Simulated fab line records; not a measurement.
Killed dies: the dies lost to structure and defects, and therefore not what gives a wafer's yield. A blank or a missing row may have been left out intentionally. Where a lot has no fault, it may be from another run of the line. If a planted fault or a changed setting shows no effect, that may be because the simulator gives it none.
Struck lot and sound lot, side by side :: flow sky130 :: 15 steps out of a route of 708
Sound: these wafers, L928.1, L928.4, L928.6. Wafers struck: L935.2, L935.3, L935.4. The cause is named last.
At each step with rows: each side's tool, then ch and its chambers, then its first start. Under that, the readings that differ: sound wafers :: struck wafers :: difference of the means :: sigmas: that difference in standard deviations of wafers without a fault.
alike: a reading whose means differ by less than 2 such deviations, as well as words and numbers matching on both sides. not compared: withheld readings; readings where some wafer has no value; bounds like >300 that might hide an equal value; numbers whose values overlap and for which the record gives no deviation.
Wherever a step has rows on one side only, a row that says differs or no value, or a row with sigmas, the two part there. Numbers that have no deviation but don't overlap get no sigmas and don't part them. A reading that every wafer of one side lacks parts them only if that side has two wafers or more.

SKY_CAP2M_THK_MEAS_01:
  sound on filmMetro-03, day 40 21:40; struck on filmMetro-04, day 44 09:58
  alike: CAP2M_CVD_00_THK
SKY_CAP2M_SPUTTER_02: material TiN, target thk 200 nm, time 166.7 s.
  sound on pvdSputter-03, day 40 21:43; struck on pvdSputter-02, day 44 10:01
  alike: throttleValvePct
SKY_CAP2M_RS_MEAS_03: measurement is done with a four-point probe.
  sound on filmMetro-01, day 40 21:50; struck on filmMetro-03, day 44 10:09
reading: CAP2M_TIN_RS (ohm/sq)
sound: 6.79 6.82 6.90
struck: 7.08 7.05 6.91
difference: +0.18
sigmas: +3
SKY_CAP2M_THK_MEAS_04: measures by xrf.
  sound on filmMetro-01, day 40 21:57; struck on filmMetro-03, day 44 10:16
reading: CAP2M_TIN_THK (nm)
sound: 206.8 204.3 202.8
struck: 195.0 195.2 199.1
difference: -8.2
sigmas: -3
then, 7 steps without rows for these wafers: SKY_CAP2M_DEHYDRATE_05 (time 60 s); SKY_CAP2M_HMDS_06 (prime time 60 s); SKY_CAP2M_COAT_07 (resist thk 1140 nm); SKY_CAP2M_SOFTBAKE_08 (time 60 s); SKY_CAP2M_EXPOSE_09 (exposes mask CAP2M, target cd 1000 nm); SKY_CAP2M_PEB_10; SKY_CAP2M_DEVELOP_11 (develop time 60 s).
SKY_CAP2M_OVL_MEAS_12:
  sound on overlay-02, day 41 20:48; struck on overlay-01, day 45 06:25
  alike: CAP2M_OVL
SKY_CAP2M_METAL_ETCH_13: etches TiN in Cl2/BCl3, stops on SiO2, target depth 220 nm, time 62.9 s.
  sound on rieMetal-03 ch 0,1, day 41 20:50; struck on rieMetal-01 ch 0,1, day 45 06:26
reading: chamberPressureMTorr (mTorr)
sound: 9.995 9.988 9.993
struck: 12.015 11.991 11.998
difference: +2.009
sigmas: +99 or more
  alike: drypumpMotorCurrentA, heBacksideLeakSccm, oesProductAu, throttleValvePct
  not compared: rfHoursCounterH
SKY_CAP2M_STRIP_14: strips in O2/N2.
  sound on plasmaAsher-01 ch 1, day 41 20:55; struck on plasmaAsher-01 ch 0,1, day 45 06:31
  alike: drypumpMotorCurrentA, n2FlowSccm, oesProductAu, stripTimeToEndpointS
  not compared: rfHoursCounterH
-- the record jumps here: 4 days lie between the struck wafers' starts before and after (it left off in module CAP2M and takes up again in module PAD_OPEN, whose first step shown is number 708 of the route) --
SKY_PAD_OPEN_PROBE_99:
  sound on prober-02, day 46 16:51; struck on prober-02, day 49 15:20
  alike: defectLimitedYield, killed_at_M0_to_M3, killed_at_M4_up, killedAtContacts, killedAtFrontEnd, killedAtOther, killedDies, killedOpen, killedShort, sort_bin_3_pad_short, sort_bin_5_function, sort_bin_6_memory, sortNPass, sortYieldPct

== WHERE THEY PART ==
Earliest at SKY_CAP2M_RS_MEAS_03; latest, in this record, at SKY_CAP2M_METAL_ETCH_13. Later steps at which nothing parts them and some readings are alike: SKY_CAP2M_STRIP_14, SKY_PAD_OPEN_PROBE_99.

WHY: the cause the simulator had injected
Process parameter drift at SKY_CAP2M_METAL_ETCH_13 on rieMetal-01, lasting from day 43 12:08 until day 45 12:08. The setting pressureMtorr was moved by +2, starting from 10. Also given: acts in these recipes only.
